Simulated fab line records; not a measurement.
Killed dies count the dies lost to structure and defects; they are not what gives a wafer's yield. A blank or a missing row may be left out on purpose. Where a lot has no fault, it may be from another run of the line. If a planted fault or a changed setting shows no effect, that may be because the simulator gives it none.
Which of the tools did it? | flow sky130 | route of 708 steps, sampled at 1 step: 14 lots, 42 wafers

## WHAT EACH GAUGE READ, for each wafer
The record holds no reading of a measuring or inspecting step that can be judged against a usual standard deviation.

## TOOL THAT RAN EACH LOT (tool first, then ch and the chambers of the sampled wafers, then the start)
lot  | SKY_LOCAL_INTERCONNECT_DEVELOP_10
L598 | litho track-04 ch 0, day 30 00:00
L601 | litho track-02 ch 0, day 31 10:00
L602 | litho track-03 ch 0, day 31 20:00
L603 | litho track-02 ch 0, day 32 04:00
L604 | litho track-04 ch 0, day 32 16:00
L605 | litho track-04 ch 0, day 32 23:00
L607 | litho track-02 ch 0, day 33 10:00
L608 | litho track-02 ch 0, day 33 17:00
L616 | litho track-03, day 36 07:00
L617 | litho track-02, day 36 14:00
L618 | litho track-04 ch 0, day 37 00:00
L619 | litho track-03 ch 0, day 37 08:00
L620 | litho track-04 ch 0, day 37 11:00
L621 | litho track-03 ch 0, day 37 18:00
- SKY_LOCAL_INTERCONNECT_DEVELOP_10: develop time 60 s.

## AS READ BY THE TOOLS THEMSELVES (means over the sampled wafers that have a number; for cases with no such wafer, the mark the record gives instead)
SKY_LOCAL_INTERCONNECT_DEVELOP_10.
lot  | tool           | chill plate temp C (C)
L598 | litho track-04 | 23.11
L601 | litho track-02 | 22.97
L602 | litho track-03 | 22.84
L603 | litho track-02 | 22.94
L604 | litho track-04 | 23.15
L605 | litho track-04 | 22.95
L607 | litho track-02 | 22.94
L608 | litho track-02 | 23.20
L616 | litho track-03 | -
L617 | litho track-02 | -
L618 | litho track-04 | 23.07
L619 | litho track-03 | 22.93
L620 | litho track-04 | 23.15
L621 | litho track-03 | 23.10

## THE ANSWER, worked out from the rows above alone
Rule: the lots themselves supply what counts as usual. Put in order of their means at a reading, lots are off if they are a third of the lots or fewer, leave a main group of 4 or more, and stand apart from it by a gap of 3 or more times the standard deviation of the main group's means; of several such gaps the widest counts. A main group is skipped when, at the precision printed for the reading in the tables above, its means are all equal. Also off: a lot with no number at a reading for which 4 or more lots have one. The other lots that the step has rows for count as sound. Order of review: gauges by route order, followed by the tools' own readings, for which a lot's mean as printed above is used. The first step at which some lot is off is used, and at that step the reading that is off furthest; a lot without a number counts as furthest.
Off: L616, L617 (SKY_LOCAL_INTERCONNECT_DEVELOP_10, chill plate temp C). Without a number there: L616, L617. Mean 23.03 C and standard deviation 0.11 in the main group.
If a tool, at that step or one of the process steps before it, ran each lot that is off and ran no sound lot following the first of them, it fits. None of those tried fits.

## WHAT THE SIMULATOR HAD INSERTED
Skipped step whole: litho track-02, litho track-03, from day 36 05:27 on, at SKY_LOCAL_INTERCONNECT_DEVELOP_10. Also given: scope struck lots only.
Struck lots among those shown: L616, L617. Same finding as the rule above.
